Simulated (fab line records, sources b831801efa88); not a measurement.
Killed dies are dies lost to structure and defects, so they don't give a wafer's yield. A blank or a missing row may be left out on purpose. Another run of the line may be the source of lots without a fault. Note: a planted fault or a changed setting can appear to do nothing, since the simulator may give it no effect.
A lot that was struck, set against a sound lot | flow gf180mcu | 47 steps out of a route of 602
Sound: wafers L422.2, L422.4, L422.5. Wafers struck: L433.1, L433.2, L433.4. Last of all comes the cause.
Per side, at each step with rows, come the tool, then ch with its chambers, and then its first start. Under that, the readings that differ: sound wafers | struck wafers | difference of the means | sigmas: that difference in standard deviations of wafers without a fault.
alike: readings with means less than 2 such deviations apart, plus words and numbers identical on both sides. not compared: withheld readings, readings lacking a value on some wafer, bounds such as >300 that could conceal the same value, and numbers that have no deviation in the record and whose values overlap.
The two part at a step that has a row with sigmas, a row that says differs or no value, or rows on one side only. Non-overlapping numbers with no deviation appear without sigmas and do not part them. A reading that every wafer of one side lacks parts them only if that side has two wafers or more.

first, 5 steps without rows for these wafers: GF_LVPWELL_COAT_02 (resist thk 3000 nm); GF_LVPWELL_SOFTBAKE_03; GF_LVPWELL_EXPOSE_04 (exposes mask LVPWELL, target cd 600 nm); GF_LVPWELL_PEB_05; GF_LVPWELL_DEVELOP_06 (develop time 60 s).
GF_LVPWELL_OVL_MEAS_07:
  sound on overlay-01, day 4 09:03; struck on overlay-02, day 6 21:06
  alike: LVPWELL_OVL
then, 2 steps without rows for these wafers: GF_LVPWELL_IMPLANT_08; GF_LVPWELL_IMPLANT_09.
GF_LVPWELL_STRIP_10: strips in O2/N2.
  sound on plasmaAsher-03 ch 0,1, day 4 09:23; struck on plasmaAsher-02 ch 0,1, day 6 21:26
reading                  | sound             | struck            | difference | sigmas
stripTimeToEndpointS (s) | 37.11 37.17 37.15 | 36.75 36.80 36.83 | -0.35      | -3
  alike: drypumpMotorCurrentA, heaterPowerW, oesProductAu
  not compared: rfHoursCounterH
GF_LVPWELL_TW_MEAS_11:
  sound on filmMetro-03, day 4 09:29; struck on filmMetro-02, day 6 21:32
reading    | sound       | struck      | difference | sigmas
LVPWELL_TW | 553 553 551 | 567 563 564 | +12        | +2
then, 2 steps without rows for these wafers: GF_MVSD_DEHYDRATE_00 (time 60 s); GF_MVSD_HMDS_01 (prime time 60 s).
GF_MVSD_COAT_02: resist thk 3000 nm.
  struck on lithoTrack-03, day 7 04:42; sound on lithoTrack-02 ch 0, day 4 16:07
  no value came back on the struck wafers for chillPlateTempC (C), dispensePressureKPa (kPa), resistLineTempC (C); on the sound wafers chillPlateTempC (C) reads 23.04 23.15 23.02
then, 4 steps without rows for these wafers: GF_MVSD_SOFTBAKE_03; GF_MVSD_EXPOSE_04 (exposes mask MVSD, target cd 1000 nm); GF_MVSD_PEB_05; GF_MVSD_DEVELOP_06 (develop time 60 s).
GF_MVSD_OVL_MEAS_07:
  sound on overlay-02, day 4 23:24; struck on overlay-01, day 7 13:23
reading       | sound         | struck | difference                    | sigmas
MVSD_OVL (nm) | 0.0 -0.6 -0.3 | - - -  | no value on the struck wafers | 
then, 2 steps without rows for these wafers: GF_MVSD_IMPLANT_08; GF_MVSD_IMPLANT_09.
GF_MVSD_STRIP_10: strips in O2/N2.
  sound on plasmaAsher-04 ch 0,1, day 4 23:44; struck on plasmaAsher-03 ch 0,1, day 7 14:01
  no value came back on the struck wafers for oesProductAu (a.u.), stripTimeToEndpointS (s); on the sound wafers oesProductAu (a.u.) reads 0.721 0.723 0.723
  alike: drypumpMotorCurrentA, heaterPowerW
  not compared: rfHoursCounterH
GF_MVSD_TW_MEAS_11:
  sound on filmMetro-04, day 4 23:50; struck on filmMetro-02, day 7 14:07
  alike: MVSD_TW
then, 7 steps without rows for these wafers: GF_MVPSD_DEHYDRATE_00 (time 60 s); GF_MVPSD_HMDS_01 (prime time 60 s); GF_MVPSD_COAT_02 (resist thk 3000 nm); GF_MVPSD_SOFTBAKE_03; GF_MVPSD_EXPOSE_04 (exposes mask MVPSD, target cd 1000 nm); GF_MVPSD_PEB_05; GF_MVPSD_DEVELOP_06 (develop time 60 s).
GF_MVPSD_OVL_MEAS_07:
  sound on overlay-02, day 5 13:59; struck on overlay-02, day 8 05:41
  alike: MVPSD_OVL
then, 2 steps without rows for these wafers: GF_MVPSD_IMPLANT_08; GF_MVPSD_IMPLANT_09.
GF_MVPSD_STRIP_10: strips in O2/N2.
  sound on plasmaAsher-03 ch 0,1, day 5 14:19; struck on plasmaAsher-01 ch 0,1, day 8 06:02
  alike: drypumpMotorCurrentA, heaterPowerW, oesProductAu, stripTimeToEndpointS
  not compared: rfHoursCounterH
GF_MVPSD_TW_MEAS_11:
  sound on filmMetro-04, day 5 14:25; struck on filmMetro-04, day 8 06:08
reading  | sound       | struck         | difference | sigmas
MVPSD_TW | 555 550 552 | 1610 1609 1614 | +1059      | +99 or more
then, 7 steps without rows for these wafers: GF_VT_IMPLANT_DEHYDRATE_00 (time 60 s); GF_VT_IMPLANT_HMDS_01 (prime time 60 s); GF_VT_IMPLANT_COAT_02 (resist thk 1000 nm); GF_VT_IMPLANT_SOFTBAKE_03 (time 60 s); GF_VT_IMPLANT_EXPOSE_04 (exposes mask LVPWELL LV AREA, target cd 600 nm); GF_VT_IMPLANT_PEB_05; GF_VT_IMPLANT_DEVELOP_06 (develop time 60 s).
GF_VT_IMPLANT_OVL_MEAS_07:
  sound on overlay-02, day 6 05:04; struck on overlay-01, day 8 22:01
  alike: VT_IMPLANT_OVL
GF_VT_IMPLANT_TW_MEAS_10:
  sound on filmMetro-01, day 6 05:21; struck on filmMetro-03, day 8 22:19
reading       | sound       | struck         | difference | sigmas
VT_IMPLANT_TW | 560 563 562 | 1570 1587 1577 | +1016      | +99 or more
GF_VT_IMPLANT_TW_MEAS_21:
  sound on filmMetro-03, day 6 21:25; struck on filmMetro-01, day 9 15:35
reading         | sound          | struck         | difference | sigmas
VT_IMPLANT_2_TW | 1206 1204 1199 | 1773 1784 1779 | +576       | +59
GF_VT_IMPLANT_TW_MEAS_32:
  sound on filmMetro-01, day 7 14:09; struck on filmMetro-01, day 10 09:20
reading         | sound             | struck               | difference | sigmas
VT_IMPLANT_3_TW | 268.0 267.6 269.3 | 1585.1 1579.1 1581.0 | +1313.4    | +99 or more
GF_VT_IMPLANT_TW_MEAS_43:
  sound on filmMetro-03, day 8 06:05; struck on filmMetro-02, day 11 03:50
reading         | sound       | struck         | difference | sigmas
VT_IMPLANT_4_TW | 678 676 682 | 1638 1629 1634 | +955       | +99 or more
-- the record jumps here: 22 days lie between the struck wafers' starts before and after (it left off in module VT_IMPLANT and takes up again in module PASSIVATION, whose first step shown is number 602 of the route) --
GF_PASSIVATION_PROBE_99:
  the record has rows for the struck wafers here (prober-01, day 32 16:57) and none for the sound ones

WHERE THEY PART
Earliest at GF_LVPWELL_STRIP_10; latest, in this record, at GF_PASSIVATION_PROBE_99.

WHY: what the simulator had put in
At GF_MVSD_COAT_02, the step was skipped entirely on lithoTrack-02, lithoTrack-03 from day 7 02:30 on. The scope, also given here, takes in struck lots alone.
